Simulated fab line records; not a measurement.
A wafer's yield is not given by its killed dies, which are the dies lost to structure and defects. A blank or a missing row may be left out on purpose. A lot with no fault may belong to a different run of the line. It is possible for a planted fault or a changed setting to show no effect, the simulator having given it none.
fab line records | flow gf180mcu
record lots=5 wafers=15 lastDay=34
route steps=602 shown HV_LDD@234 NSD@235 PSD@248
lots untouched by any fault: they come from a run of this same line in which no faults occurred
startH: start of the lot's first displayed wafer, in hours after the record's first day | waitH: hours elapsed since this lot's preceding step | " unchanged from the row above | L1.1+2: one row covering several wafers at once | - no value, or no start given | * or withheld: withheld | < > ~ a bound
route shown NAME@n: a module of which the file shows steps, and the number in the route of the first | usual: mean/standard deviation of fault-free wafers | same: alike in all rows | chamber/n: place in a boat | sites: readings site by site | _std_site: how widely they spread, as a standard deviation | _edge_site: mean of outer sites minus mean of inner sites | radiusMm: how far each site lies from the wafer's centre | mask NAME#n: copy n | behind: the tool/chamber that last shaped the wafer | hold: why the lot went on hold/how many hours it stayed there/how the hold came to an end | device: the transistor (n, p or np) that didn't switch | end of line: the same wafers' tests at the end of the route | where a step has no rows: the recipe by itself | killed: count of dies lost to structure and defects at first sort (not the wafer's yield) | map: the dies of a wafer, with x for killed, . for not killed, _ for no die there
set.NAME: setting as actually run; set.NAME@STEP: the setting as run at that earlier step | model.NAME: the simulator's own value behind a step, which no gauge read
a table for each step, a row for each wafer; lots at some steps of the route
services: a tool's chamber out of use, with start hour (startH, from the record's first day; less than 0 if before it), hours out, and reason
## steps
# step GF_HV_LDD_ETCHBACK_58
# recipe chemistry=CH3F/O2 target=Si3N4 stopOn=SiO2 sourceW=400 biasW=80 pressureMtorr=25 ch3fFlowSccm=40 O2_flow_sccm=30 timeS=100 targetDepthA=900
# usual O2_flow_sccm=30.01/0.083 chamberPressureMTorr=24.999/0.024 drypumpMotorCurrentA=5.7/0.4 oesProductAu=0.845/0.0064 throttleValvePct=10.560/0.0082
# columns lot.wafer tool chamber startH waitH O2_flow_sccm chamberPressureMTorr drypumpMotorCurrentA oesProductAu rfHoursCounterH throttleValvePct
L676.1 rieDiel-04 3 313.30 0.1 29.90 24.985 5.7 0.845 21 10.560
L676.2 " 0 " " 30.09 25.004 4.9 0.850 79 10.560
L676.3 " 2 " " 29.94 25.020 5.4 0.855 21 10.551
L681.2 rieDiel-04 3 356.54 0.0 29.82 24.983 5.8 0.837 22 10.555
L681.4 " 3 " " 30.04 24.975 5.8 0.831 - 10.554
L681.6 " 2 " " 29.96 24.976 5.4 0.835 - 10.553
L689.2 rieDiel-01 1 425.68 0.0 29.80 25.004 5.3 0.847 20 10.559
L689.3 " 2 " " 30.15 25.038 6.6 0.847 95 10.551
L689.6 " 3 " " 29.91 25.042 5.7 0.844 - 10.560
L692.3 rieDiel-01 0 445.77 0.0 30.09 24.953 5.7 0.844 15 10.567
L692.5 " 3 " " 30.05 24.989 5.7 0.845 - 10.564
L692.6 " 0 " " 29.93 24.975 5.7 0.854 - 10.558
L693.1 rieDiel-02 1 456.07 0.1 30.08 25.010 6.1 0.850 9 10.560
L693.5 " 2 " " 30.03 24.983 5.3 0.846 - 10.564
L693.6 " 1 " " 30.05 25.006 6.1 0.847 - 10.570
# step GF_NSD_DEHYDRATE_00
# recipe tempC=200 timeS=60
# step GF_NSD_HMDS_01
# recipe primeTimeS=60 primeTempC=120
# step GF_NSD_COAT_02
# recipe resist=NOVOLAK spinRpm=3000 resistThkNm=1000
# step GF_NSD_SOFTBAKE_03
# recipe tempC=90 timeS=60 resist=NOVOLAK
# step GF_NSD_EXPOSE_04
# recipe maskId=Nplus targetCdNm=400 na=0.6 sourceShape=conventional sigmaOuter=0.6 doseMj=140
# step GF_NSD_PEB_05
# recipe tempC=withheld timeS=* resist=NOVOLAK
# step GF_NSD_DEVELOP_06
# recipe developTimeS=60 devTempC=23
# step GF_NSD_CD_MEAS_07
# recipe targetCdNm=400
# usual cdNm=400.4/2.5
# columns lot.wafer tool chamber startH waitH cdNm
L676.1 cdSem-01 - 334.40 0.1 398.3
L676.2 " - " " 399.0
L676.3 " - " " 399.1
L681.2 cdSem-02 - 377.93 0.1 399.1
L681.4 " - " " 401.8
L681.6 " - " " 402.9
L689.2 cdSem-02 - 450.11 0.1 401.7
L689.3 " - " " 402.6
L689.6 " - " " 401.1
L692.3 cdSem-02 - 470.21 0.2 403.3
L692.5 " - " " 404.8
L692.6 " - " " 401.7
L693.1 cdSem-02 - 480.29 0.1 402.7
L693.5 " - " " 402.7
L693.6 " - " " 400.4
# step GF_NSD_OVL_MEAS_08
# usual NSD_OVL=-1.5/1.5
# columns lot.wafer tool chamber startH waitH NSD_OVL[nm]
L676.1 overlay-01 - 334.52 0.1 -1.8
L676.2 " - " " -0.9
L676.3 " - " " -2.9
L681.2 overlay-01 - 378.03 0.1 -1.1
L681.4 " - " " -3.7
L681.6 " - " " -3.5
L689.2 overlay-02 - 450.21 0.1 -0.2
L689.3 " - " " -0.2
L689.6 " - " " -1.1
L692.3 overlay-02 - 470.30 0.1 -2.3
L692.5 " - " " -2.4
L692.6 " - " " -1.7
L693.1 overlay-01 - 480.41 0.1 -4.0
L693.5 " - " " -3.4
L693.6 " - " " -1.8
# step GF_NSD_IMPLANT_09
# recipe species=As energyKev=59.24 doseCm2=4e+15 tiltDeg=7
# step GF_NSD_IMPLANT_10
# recipe species=P energyKev=40 doseCm2=5e+14 tiltDeg=7
# step GF_NSD_STRIP_11
# recipe chemistry=O2/N2 powerW=1400 pressureMtorr=1500 platenTempC=250 o2FlowSccm=3000 n2FlowSccm=300 overashFraction=0.5
# usual chamberPressureMTorr=1500.1/1.3 drypumpMotorCurrentA=5.9/0.39 heaterPowerW=335/14 oesProductAu=0.488/0.0049 stripTimeToEndpointS=22.87/0.04
# columns lot.wafer tool chamber startH waitH chamberPressureMTorr drypumpMotorCurrentA heaterPowerW oesProductAu rfHoursCounterH stripTimeToEndpointS model.NOVOLAK_of_NSD_COAT_02.thkNm
L676.1 plasmaAsher-02 0 334.86 0.1 1499.1 5.3 354 0.489 55 22.83 0
L676.2 " 1 " " 1499.4 6.4 343 0.491 55 22.84 0
L676.3 " 0 " " 1499.7 5.3 344 0.489 - 22.81 0
L681.2 plasmaAsher-03 0 378.36 0.1 1498.8 6.1 313 0.481 72 22.88 0
L681.4 " 1 " " 1500.3 5.6 352 0.481 - 22.84 0
L681.6 " 1 " " 1498.7 5.6 355 0.481 - 22.84 0
L689.2 plasmaAsher-02 0 450.54 0.1 1500.0 5.3 356 0.359 65 - 640.7
L689.3 " 0 " " 1501.2 5.3 353 0.354 - - 640.3
L689.6 " 0 " " 1501.0 5.4 351 0.353 - - 639.9
L692.3 plasmaAsher-03 1 470.66 0.1 1500.6 5.6 341 0.486 - 22.87 0
L692.5 " 0 " " 1501.2 6.1 315 0.501 - 22.86 0
L692.6 " 1 " " 1498.3 5.6 341 0.491 - 22.87 0
L693.1 plasmaAsher-03 1 480.74 0.1 1498.6 5.6 334 0.487 7 22.82 0
L693.5 " 1 " " 1498.3 5.6 335 0.487 - 22.84 0
L693.6 " 0 " " 1501.0 6.1 320 0.492 - 22.85 0
# step GF_NSD_TW_MEAS_12
# usual NSD_TW=4200/76
# columns lot.wafer tool chamber startH waitH NSD_TW
L676.1 filmMetro-04 - 334.96 0.1 4299
L676.2 " - " " 4279
L676.3 " - " " 4317
L681.2 filmMetro-02 - 378.47 0.1 4131
L681.4 " - " " 4138
L681.6 " - " " 4142
L689.2 filmMetro-02 - 450.65 0.1 4116
L689.3 " - " " 4131
L689.6 " - " " 4132
L692.3 filmMetro-01 - 470.74 0.1 4180
L692.5 " - " " 4191
L692.6 " - " " 4194
L693.1 filmMetro-04 - 480.84 0.1 4310
L693.5 " - " " 4326
L693.6 " - " " 4321
# step GF_PSD_DEHYDRATE_00
# recipe tempC=200 timeS=60
# step GF_PSD_HMDS_01
# recipe primeTimeS=60 primeTempC=120
# step GF_PSD_COAT_02
# recipe resist=NOVOLAK spinRpm=3000 resistThkNm=1000
# step GF_PSD_SOFTBAKE_03
# recipe tempC=90 timeS=60 resist=NOVOLAK
# step GF_PSD_EXPOSE_04
# recipe maskId=Pplus targetCdNm=400 na=0.6 sourceShape=conventional sigmaOuter=0.6 doseMj=140
# step GF_PSD_PEB_05
# recipe tempC=withheld timeS=* resist=NOVOLAK
# step GF_PSD_DEVELOP_06
# recipe developTimeS=60 devTempC=23
# step GF_PSD_CD_MEAS_07
# recipe targetCdNm=400
# usual cdNm=400.5/2
# columns lot.wafer tool chamber startH waitH cdNm
L676.1 cdSem-02 - 356.99 0.1 404.0
L676.2 " - " " 402.7
L676.3 " - " " 405.9
L681.2 cdSem-01 - 400.87 0.1 401.7
L681.4 " - " " 399.4
L681.6 " - " " 400.8
L689.2 cdSem-02 - 474.82 0.1 400.5
L689.3 " - " " 400.0
L689.6 " - " " 401.3
L692.3 cdSem-02 - 494.74 0.1 400.5
L692.5 " - " " 400.9
L692.6 " - " " 402.9
L693.1 cdSem-01 - 504.30 0.1 398.7
L693.5 " - " " 401.4
L693.6 " - " " 400.0
# step GF_PSD_OVL_MEAS_08
# usual PSD_OVL=-0.7/1.3
# columns lot.wafer tool chamber startH waitH PSD_OVL[nm]
L676.1 overlay-01 - 357.11 0.1 1.1
L676.2 " - " " 0.0
L676.3 " - " " -2.0
L681.2 overlay-02 - 400.98 0.1 -1.3
L681.4 " - " " -1.9
L681.6 " - " " -0.2
L689.2 overlay-01 - 474.92 0.1 -2.9
L689.3 " - " " -3.0
L689.6 " - " " -1.1
L692.3 overlay-01 - 494.83 0.1 -1.4
L692.5 " - " " -2.1
L692.6 " - " " -0.2
L693.1 overlay-02 - 504.42 0.1 1.1
L693.5 " - " " 0.1
L693.6 " - " " -0.9
# step GF_PSD_IMPLANT_09
# recipe species=BF2 energyKev=40 doseCm2=1.443e+15 tiltDeg=7
# step GF_PSD_STRIP_10
# recipe chemistry=O2/N2 powerW=1400 pressureMtorr=1500 platenTempC=250 o2FlowSccm=3000 n2FlowSccm=300 overashFraction=0.5
# usual chamberPressureMTorr=1499.9/1.4 drypumpMotorCurrentA=5.9/0.41 heaterPowerW=330/9.6 oesProductAu=0.595/0.0047 stripTimeToEndpointS=16.43/0.034
# columns lot.wafer tool chamber startH waitH chamberPressureMTorr drypumpMotorCurrentA heaterPowerW oesProductAu rfHoursCounterH stripTimeToEndpointS
L676.1 plasmaAsher-03 0 357.29 0.1 1501.3 6.1 313 0.589 70 16.38
L676.2 " 1 " " 1501.8 5.6 347 0.591 70 16.42
L676.3 " 1 " " 1500.3 5.6 352 0.596 - 16.43
L681.2 plasmaAsher-01 0 401.16 0.1 1499.0 5.5 320 0.585 73 16.45
L681.4 " 1 " " 1501.5 5.4 333 0.600 - 16.48
L681.6 " 0 " " 1500.6 5.5 325 0.601 - 16.47
L689.2 plasmaAsher-03 1 475.10 0.1 1500.8 5.6 329 0.641 6 25.99
L689.3 " 1 " " 1499.2 5.6 326 0.653 - 26.01
L689.6 " 0 " " 1499.3 6.1 313 0.636 - 25.96
L692.3 plasmaAsher-01 1 495.04 0.1 1498.9 5.4 337 0.587 - 16.37
L692.5 " 0 " " 1497.1 5.5 325 0.588 - 16.39
L692.6 " 1 " " 1499.5 5.4 339 0.596 - 16.40
L693.1 plasmaAsher-01 0 504.61 0.1 1500.0 5.5 327 0.591 86 16.48
L693.5 " 1 " " 1500.0 5.4 339 0.598 - 16.50
L693.6 " 0 " " 1501.6 5.5 329 0.590 - 16.48
# step GF_PSD_TW_MEAS_11
# usual PSD_TW=3141/54
# columns lot.wafer tool chamber startH waitH PSD_TW
L676.1 filmMetro-02 - 357.39 0.1 3106
L676.2 " - " " 3095
L676.3 " - " " 3096
L681.2 filmMetro-04 - 401.27 0.1 3207
L681.4 " - " " 3214
L681.6 " - " " 3213
L689.2 filmMetro-02 - 475.21 0.1 30
L689.3 " - " " 30
L689.6 " - " " 30
L692.3 filmMetro-04 - 495.15 0.1 3185
L692.5 " - " " 3185
L692.6 " - " " 3215
L693.1 filmMetro-01 - 504.71 0.1 3125
L693.5 " - " " 3113
L693.6 " - " " 3123
# step GF_PSD_CLEAN_12
# recipe chemistry=SC1/SC2 mix=1:4:20 tempC=70 timeS=150 dry=n2Spin
## services
# columns tool chamber startH hours kind
rieDiel-02 1 315.22 21.7 repair
rieDiel-02 2 321.57 7.1 repair
rieDiel-01 3 323.42 4.8 repair
plasmaAsher-03 - 323.45 2.5 repair
rieDiel-01 - 348.12 4.3 pm
rieDiel-04 1 351.93 - clean
rieDiel-04 1 351.93 14.8 scheduledDown
rieDiel-04 1 351.93 14.8 ventCycle
rieDiel-04 1 395.77 7.9 repair
rieDiel-02 3 397.91 6.5 repair
plasmaAsher-02 - 417.28 23.2 pm
plasmaAsher-03 - 421.32 9.0 pm
plasmaAsher-03 0 421.32 9.0 ventCycle
plasmaAsher-03 1 421.32 9.0 ventCycle
rieDiel-01 - 430.05 8.8 repair
plasmaAsher-03 0 430.32 - clean
plasmaAsher-03 1 430.32 - clean
rieDiel-04 3 437.29 6.2 repair
rieDiel-04 0 445.45 18.3 repair
rieDiel-01 2 446.20 17.3 repair
rieDiel-01 2 492.04 - clean
rieDiel-01 2 492.04 12.3 scheduledDown
rieDiel-01 2 492.04 12.3 ventCycle
rieDiel-01 3 493.82 8.5 repair
## key
firstSign step=GF_NSD_STRIP_11 reading=oesProductAu direction=down sigmas=27 usual=0.488 struck=0.355
effect step=GF_PSD_STRIP_10 reading=stripTimeToEndpointS direction=up sigmas=99+ usual=* struck=*
effect step=GF_PSD_TW_MEAS_11 reading=PSD_TW direction=down sigmas=58 usual=3141 struck=30
modelEffect step=GF_NSD_STRIP_11 value=NOVOLAK_of_NSD_COAT_02.thkNm without=0 struck=640.3
metAt GF_NSD_STRIP_11
struckWafers L689.2,L689.3,L689.6
sortLeftOut L689.2,L689.3,L689.6
testerLeftOut L689
onsetBetween 334.86 450.54
fault kind=stripAborted tool=plasmaAsher-02 chamber=- onsetH=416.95 steps=GF_NSD_STRIP_11 offset=0.61697 endH=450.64
# testerLeftOut: of these lots the tester's yield and bins aren't shown, on N5 and GAA mostly nor the transistor test; their killed dies are dies lost to structure and defects alone, not to doping, threshold or leakage, so they don't give the yield
# sortLeftOut: the simulated sort isn't trusted on such a fault, so these wafers' sort isn't shown, and their yield isn't known
